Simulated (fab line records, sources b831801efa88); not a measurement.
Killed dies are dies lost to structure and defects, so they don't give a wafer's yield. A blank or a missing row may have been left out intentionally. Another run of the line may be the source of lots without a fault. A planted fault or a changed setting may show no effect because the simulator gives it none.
fab line records -- flow sky130
record: lots: 5, wafers: 15, lastDay: 52
route steps=708 shown LDD_N@253 LDD_P@255 LDD_HVN@267 LDD_HVP@278
lots that met no fault: from a run of the same line without faults
startH: the number of hours between the record's first day and the start of the first shown wafer of the lot -- waitH: time in hours since the lot's previous step -- " the same as in the row above -- L1.1+2: several wafers, shown together as one row -- - no value, or no start was given -- * or withheld: withheld -- < > ~ a bound
route shown NAME@n: names a module that has steps shown in the file, with the first one's number in the route -- usual: mean/standard deviation of fault-free wafers -- same: alike in all rows -- chamber/n: place in a boat -- sites: per-site readings -- _std_site: how widely they spread, as a standard deviation -- _edge_site: mean of outer sites minus mean of inner sites -- radiusMm: how far each site lies from the wafer's centre -- mask NAME#n: copy n -- behind: the last tool/chamber to shape the wafer -- hold: the reason the lot was held/the length of the hold in hours/how it ended -- device: transistor that didn't switch, given as n, p or np -- end of line: tests run on the same wafers once the route is complete -- step lacking rows: just its recipe -- killed: the dies lost at the first sort to structure and to defects; this is not the yield of the wafer -- map: the dies of a wafer, with x for killed, . for not killed, _ for no die there
set.NAME: the setting that was run; set.NAME@STEP: the one run at that earlier step -- model.NAME: the simulator's own value behind a step, which no gauge read
lots at some steps of the route; a table a step, a row a wafer
services: from which hour (startH, from the record's first day; less than 0 if before it) a tool's chamber was out of use, for how many hours, and why
== steps ==
step: SKY_LDD_N_STRIP_16
recipe: chemistry: O2/N2, powerW: 1400, pressureMtorr: 1500, platenTempC: withheld, o2FlowSccm: 3000, n2FlowSccm: 300, overashFraction: 0.5
usual: drypumpMotorCurrentA: 5.86/0.19, oesProductAu: 0.407/0.0043, stripTimeToEndpointS: 4.315/0.016
lot.wafer,tool,chamber,startH,waitH,drypumpMotorCurrentA,oesProductAu,rfHoursCounterH,stripTimeToEndpointS
L243.1,plasmaAsher-04,0,416.08,0.1,6.02,0.401,31,4.353
L243.5,plasmaAsher-04,1,416.08,0.1,5.72,0.408,-,4.329
L243.6,plasmaAsher-04,0,416.08,0.1,6.03,0.406,-,4.309
L245.1,plasmaAsher-02,1,451.49,0.1,6.02,0.407,67,4.319
L245.2,plasmaAsher-02,0,451.49,0.1,5.57,0.410,67,4.320
L245.5,plasmaAsher-02,0,451.49,0.1,5.57,0.409,-,4.324
L251.2,plasmaAsher-02,1,499.93,0.1,6.01,0.414,72,4.313
L251.3,plasmaAsher-02,0,499.93,0.1,5.56,0.409,-,4.293
L251.4,plasmaAsher-02,1,499.93,0.1,6.02,0.403,-,4.317
L258.3,plasmaAsher-02,0,568.91,0.1,5.56,0.398,-,4.283
L258.4,plasmaAsher-02,1,568.91,0.1,6.03,0.409,-,4.295
L258.5,plasmaAsher-02,1,568.91,0.1,6.03,0.400,-,4.279
L265.2,plasmaAsher-01,0,627.63,0.1,5.82,0.406,77,4.298
L265.4,plasmaAsher-01,1,627.63,0.1,6.06,0.403,-,4.318
L265.5,plasmaAsher-01,1,627.63,0.1,6.04,0.405,-,4.329
step: SKY_LDD_N_TW_MEAS_17
usual: LDD_N_TW: 2579/21
lot.wafer,tool,chamber,startH,waitH,LDD_N_TW
L243.1,filmMetro-01,-,416.18,0.1,2583
L243.5,filmMetro-01,-,416.18,0.1,2585
L243.6,filmMetro-01,-,416.18,0.1,2577
L245.1,filmMetro-03,-,451.59,0.1,2559
L245.2,filmMetro-03,-,451.59,0.1,2542
L245.5,filmMetro-03,-,451.59,0.1,2529
L251.2,filmMetro-03,-,500.04,0.1,2564
L251.3,filmMetro-03,-,500.04,0.1,2566
L251.4,filmMetro-03,-,500.04,0.1,2569
L258.3,filmMetro-01,-,569.03,0.1,2600
L258.4,filmMetro-01,-,569.03,0.1,2609
L258.5,filmMetro-01,-,569.03,0.1,2615
L265.2,filmMetro-01,-,627.74,0.1,2572
L265.4,filmMetro-01,-,627.74,0.1,2566
L265.5,filmMetro-01,-,627.74,0.1,2558
step: SKY_LDD_P_DEHYDRATE_00
recipe: tempC: 200, timeS: 60
step: SKY_LDD_P_HMDS_01
recipe: primeTimeS: 60, primeTempC: 120
step: SKY_LDD_P_COAT_02
recipe: resist: NOVOLAK, spinRpm: 3000, resistThkNm: 1140
step: SKY_LDD_P_SOFTBAKE_03
recipe: tempC: 90, timeS: 60, resist: NOVOLAK
step: SKY_LDD_P_EXPOSE_04
recipe: maskId: PSDM, na: 0.6, sourceShape: conventional, sigmaOuter: 0.6, polarization: unpolarized, targetCdNm: 380, doseMj: 138
step: SKY_LDD_P_PEB_05
recipe: tempC: withheld, timeS: *, resist: NOVOLAK
step: SKY_LDD_P_DEVELOP_06
recipe: resist: NOVOLAK, developer: TMAH, developTimeS: 62.62, devTempC: 23
step: SKY_LDD_P_CD_MEAS_07
recipe: targetCdNm: 380
usual: cdNm: 379.9/2.3
lot.wafer,tool,chamber,startH,waitH,cdNm
L243.1,cdSem-02,-,448.69,0.1,381.7
L243.5,cdSem-02,-,448.69,0.1,383.6
L243.6,cdSem-02,-,448.69,0.1,381.7
L245.1,cdSem-01,-,483.40,0.1,381.2
L245.2,cdSem-01,-,483.40,0.1,381.6
L245.5,cdSem-01,-,483.40,0.1,384.6
L251.2,cdSem-02,-,531.72,0.1,377.4
L251.3,cdSem-02,-,531.72,0.1,374.3
L251.4,cdSem-02,-,531.72,0.1,380.0
L258.3,cdSem-02,-,600.98,0.1,379.9
L258.4,cdSem-02,-,600.98,0.1,380.8
L258.5,cdSem-02,-,600.98,0.1,382.4
L265.2,cdSem-01,-,655.96,0.1,378.6
L265.4,cdSem-01,-,655.96,0.1,380.1
L265.5,cdSem-01,-,655.96,0.1,382.6
step: SKY_LDD_P_OVL_MEAS_08
usual: LDD_P_OVL: -1.0/1.5
lot.wafer,tool,chamber,startH,waitH,LDD_P_OVL[nm]
L243.1,overlay-01,-,448.81,0.1,-0.6
L243.5,overlay-01,-,448.81,0.1,-0.5
L243.6,overlay-01,-,448.81,0.1,-2.1
L245.1,overlay-01,-,483.52,0.1,-1.9
L245.2,overlay-01,-,483.52,0.1,-2.2
L245.5,overlay-01,-,483.52,0.1,-2.3
L251.2,overlay-01,-,531.82,0.1,-1.1
L251.3,overlay-01,-,531.82,0.1,-1.7
L251.4,overlay-01,-,531.82,0.1,0.2
L258.3,overlay-02,-,601.07,0.1,-2.2
L258.4,overlay-02,-,601.07,0.1,1.0
L258.5,overlay-02,-,601.07,0.1,-0.9
L265.2,overlay-01,-,656.07,0.1,-2.7
L265.4,overlay-01,-,656.07,0.1,-2.5
L265.5,overlay-01,-,656.07,0.1,-2.2
step: SKY_LDD_P_IMPLANT_09
recipe: species: BF2, energyKev: 25, doseCm2: 1e+13, tiltDeg: withheld
step: SKY_LDD_P_STRIP_10
recipe: chemistry: O2/N2, powerW: 1400, pressureMtorr: 1500, platenTempC: withheld, o2FlowSccm: 3000, n2FlowSccm: 300, overashFraction: 0.5
usual: drypumpMotorCurrentA: 5.9/0.5, oesProductAu: 0.716/0.0046, stripTimeToEndpointS: 14.19/0.041
lot.wafer,tool,chamber,startH,waitH,drypumpMotorCurrentA,oesProductAu,rfHoursCounterH,stripTimeToEndpointS,model.NOVOLAK_of_LDD_P_COAT_02.thkNm
L243.1,plasmaAsher-04,0,449.00,0.1,6.1,0.716,34,14.21,0
L243.5,plasmaAsher-04,1,449.00,0.1,5.7,0.721,-,14.24,0
L243.6,plasmaAsher-04,0,449.00,0.1,6.0,0.724,-,14.27,0
L245.1,plasmaAsher-04,1,483.70,0.1,5.7,0.710,38,14.19,0
L245.2,plasmaAsher-04,0,483.70,0.1,6.0,0.721,38,14.26,0
L245.5,plasmaAsher-04,1,483.70,0.1,5.7,0.715,-,14.24,0
L251.2,plasmaAsher-03,1,532.00,0.1,6.7,0.721,10,14.22,0
L251.3,plasmaAsher-03,1,532.00,0.1,6.7,0.715,-,14.23,0
L251.4,plasmaAsher-03,0,532.00,0.1,5.0,0.717,-,14.22,0
L258.3,plasmaAsher-04,1,601.28,0.1,5.7,0.962,-,-,127.8
L258.4,plasmaAsher-04,0,601.28,0.1,6.1,0.958,-,-,127.8
L258.5,plasmaAsher-04,1,601.28,0.1,5.7,0.951,-,-,127.8
L265.2,plasmaAsher-04,1,656.25,0.1,5.7,0.712,55,14.20,0
L265.4,plasmaAsher-04,1,656.25,0.1,5.7,0.713,-,14.16,0
L265.5,plasmaAsher-04,0,656.25,0.1,6.0,0.717,-,14.17,0
step: SKY_LDD_P_TW_MEAS_11
usual: LDD_P_TW: 635/4.1
lot.wafer,tool,chamber,startH,waitH,LDD_P_TW
L243.1,filmMetro-01,-,449.10,0.1,630
L243.5,filmMetro-01,-,449.10,0.1,629
L243.6,filmMetro-01,-,449.10,0.1,631
L245.1,filmMetro-03,-,483.80,0.1,630
L245.2,filmMetro-03,-,483.80,0.1,629
L245.5,filmMetro-03,-,483.80,0.1,631
L251.2,filmMetro-01,-,532.11,0.1,639
L251.3,filmMetro-01,-,532.11,0.1,637
L251.4,filmMetro-01,-,532.11,0.1,639
L258.3,filmMetro-04,-,601.37,0.1,636
L258.4,filmMetro-04,-,601.37,0.1,638
L258.5,filmMetro-04,-,601.37,0.1,638
L265.2,filmMetro-03,-,656.36,0.1,635
L265.4,filmMetro-03,-,656.36,0.1,637
L265.5,filmMetro-03,-,656.36,0.1,638
step: SKY_LDD_HVN_DEHYDRATE_00
recipe: tempC: 200, timeS: 60
step: SKY_LDD_HVN_HMDS_01
recipe: primeTimeS: 60, primeTempC: 120
step: SKY_LDD_HVN_COAT_02
recipe: resist: NOVOLAK, spinRpm: 3000, resistThkNm: 300
step: SKY_LDD_HVN_SOFTBAKE_03
recipe: tempC: 90, timeS: 60, resist: NOVOLAK
step: SKY_LDD_HVN_EXPOSE_04
recipe: maskId: HVNTM, na: 0.6, sourceShape: conventional, sigmaOuter: 0.6, polarization: unpolarized, targetCdNm: 700, doseMj: 127
step: SKY_LDD_HVN_PEB_05
recipe: tempC: withheld, timeS: *, resist: NOVOLAK
step: SKY_LDD_HVN_DEVELOP_06
recipe: resist: NOVOLAK, developer: TMAH, developTimeS: 60, devTempC: 23
step: SKY_LDD_HVN_OVL_MEAS_07
usual: LDD_HVN_OVL: 0.3/1.2
lot.wafer,tool,chamber,startH,waitH,LDD_HVN_OVL[nm]
L243.1,overlay-01,-,481.69,0.1,1.3
L243.5,overlay-01,-,481.69,0.1,0.8
L243.6,overlay-01,-,481.69,0.1,1.7
L245.1,overlay-01,-,515.24,0.1,0.0
L245.2,overlay-01,-,515.24,0.1,0.4
L245.5,overlay-01,-,515.24,0.1,-1.1
L251.2,overlay-02,-,564.35,0.1,1.3
L251.3,overlay-02,-,564.35,0.1,1.1
L251.4,overlay-02,-,564.35,0.1,-0.8
L258.3,overlay-01,-,630.50,0.1,1.5
L258.4,overlay-01,-,630.50,0.1,-0.4
L258.5,overlay-01,-,630.50,0.1,1.5
L265.2,overlay-01,-,684.65,0.1,-0.3
L265.4,overlay-01,-,684.65,0.1,-1.8
L265.5,overlay-01,-,684.65,0.1,-1.4
step: SKY_LDD_HVN_IMPLANT_08
recipe: species: P, energyKev: 60, doseCm2: 3e+13, tiltDeg: 40
step: SKY_LDD_HVN_STRIP_09
recipe: chemistry: O2/N2, powerW: 1400, pressureMtorr: 1500, platenTempC: withheld, o2FlowSccm: 3000, n2FlowSccm: 300, overashFraction: 0.5
usual: drypumpMotorCurrentA: 5.8/0.56, oesProductAu: 0.408/0.005, stripTimeToEndpointS: 4.134/0.014
lot.wafer,tool,chamber,startH,waitH,drypumpMotorCurrentA,oesProductAu,rfHoursCounterH,stripTimeToEndpointS
L243.1,plasmaAsher-02,0,481.88,0.1,5.6,0.405,70,4.138
L243.5,plasmaAsher-02,1,481.88,0.1,6.0,0.401,-,4.142
L243.6,plasmaAsher-02,0,481.88,0.1,5.6,0.409,-,4.137
L245.1,plasmaAsher-02,0,515.43,0.1,5.6,0.417,73,4.131
L245.2,plasmaAsher-02,1,515.43,0.1,6.0,0.403,73,4.141
L245.5,plasmaAsher-02,1,515.43,0.1,6.0,0.409,-,4.143
L251.2,plasmaAsher-02,0,564.53,0.1,5.5,0.407,79,4.147
L251.3,plasmaAsher-02,1,564.53,0.1,6.0,0.406,-,4.135
L251.4,plasmaAsher-02,0,564.53,0.1,5.6,0.406,-,4.125
L258.3,plasmaAsher-01,1,630.71,0.1,6.0,0.499,-,6.222
L258.4,plasmaAsher-01,0,630.71,0.1,5.8,0.499,-,6.207
L258.5,plasmaAsher-01,0,630.71,0.1,5.8,0.497,-,6.213
L265.2,plasmaAsher-03,1,684.83,0.1,6.7,0.410,25,4.114
L265.4,plasmaAsher-03,1,684.83,0.1,6.7,0.398,-,4.093
L265.5,plasmaAsher-03,1,684.83,0.1,6.7,0.403,-,4.118
step: SKY_LDD_HVN_TW_MEAS_10
usual: LDD_HVN_TW: 1442/7
lot.wafer,tool,chamber,startH,waitH,LDD_HVN_TW
L243.1,filmMetro-01,-,481.98,0.1,1436
L243.5,filmMetro-01,-,481.98,0.1,1438
L243.6,filmMetro-01,-,481.98,0.1,1438
L245.1,filmMetro-04,-,515.53,0.1,1433
L245.2,filmMetro-04,-,515.53,0.1,1444
L245.5,filmMetro-04,-,515.53,0.1,1432
L251.2,filmMetro-01,-,564.64,0.1,1445
L251.3,filmMetro-01,-,564.64,0.1,1448
L251.4,filmMetro-01,-,564.64,0.1,1450
L258.3,filmMetro-04,-,630.80,0.1,766
L258.4,filmMetro-04,-,630.80,0.1,768
L258.5,filmMetro-04,-,630.80,0.1,768
L265.2,filmMetro-02,-,684.94,0.1,1448
L265.4,filmMetro-02,-,684.94,0.1,1445
L265.5,filmMetro-02,-,684.94,0.1,1441
step: SKY_LDD_HVP_DEHYDRATE_00
recipe: tempC: 200, timeS: 60
== services ==
tool,chamber,startH,hours,kind
plasmaAsher-01,-,409.35,3.8,repair
plasmaAsher-03,-,421.30,9.0,pm
plasmaAsher-03,0,421.30,9.0,ventCycle
plasmaAsher-03,1,421.30,9.0,ventCycle
plasmaAsher-03,0,430.30,-,clean
plasmaAsher-03,1,430.30,-,clean
plasmaAsher-01,-,457.41,1.6,repair
plasmaAsher-01,-,498.07,8.0,pm
plasmaAsher-04,-,560.97,1.5,repair
plasmaAsher-02,-,577.84,0.8,repair
plasmaAsher-01,-,675.30,3.6,repair
plasmaAsher-01,-,679.46,0.8,repair
== key ==
firstSign: step: SKY_LDD_P_STRIP_10, reading: oesProductAu, direction: up, sigmas: 53, usual: 0.716, struck: 0.957
effect: step: SKY_LDD_HVN_STRIP_09, reading: stripTimeToEndpointS, direction: up, sigmas: 99+, usual: *, struck: *
effect: step: SKY_LDD_HVN_TW_MEAS_10, reading: LDD_HVN_TW, direction: down, sigmas: 97, usual: 1442, struck: 768
modelEffect: step: SKY_LDD_P_STRIP_10, value: NOVOLAK_of_LDD_P_COAT_02.thkNm, without: 0, struck: 127.8
metAt SKY_LDD_P_STRIP_10
struckWafers L258.3,L258.4,L258.5
sortLeftOut L258.3,L258.4,L258.5
testerLeftOut L258
onsetBetween 483.70 601.28
fault: kind: stripAborted, tool: plasmaAsher-04, chamber: -, onsetH: 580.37, steps: SKY_LDD_P_STRIP_10, offset: 0.42142, endH: 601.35
testerLeftOut: of these lots the tester's yield and bins aren't shown, on N5 and GAA mostly nor the transistor test; their killed dies are dies lost to structure and defects alone, not to doping, threshold or leakage, so they don't give the yield
sortLeftOut: the simulated sort isn't trusted on such a fault, so these wafers' sort isn't shown, and their yield isn't known
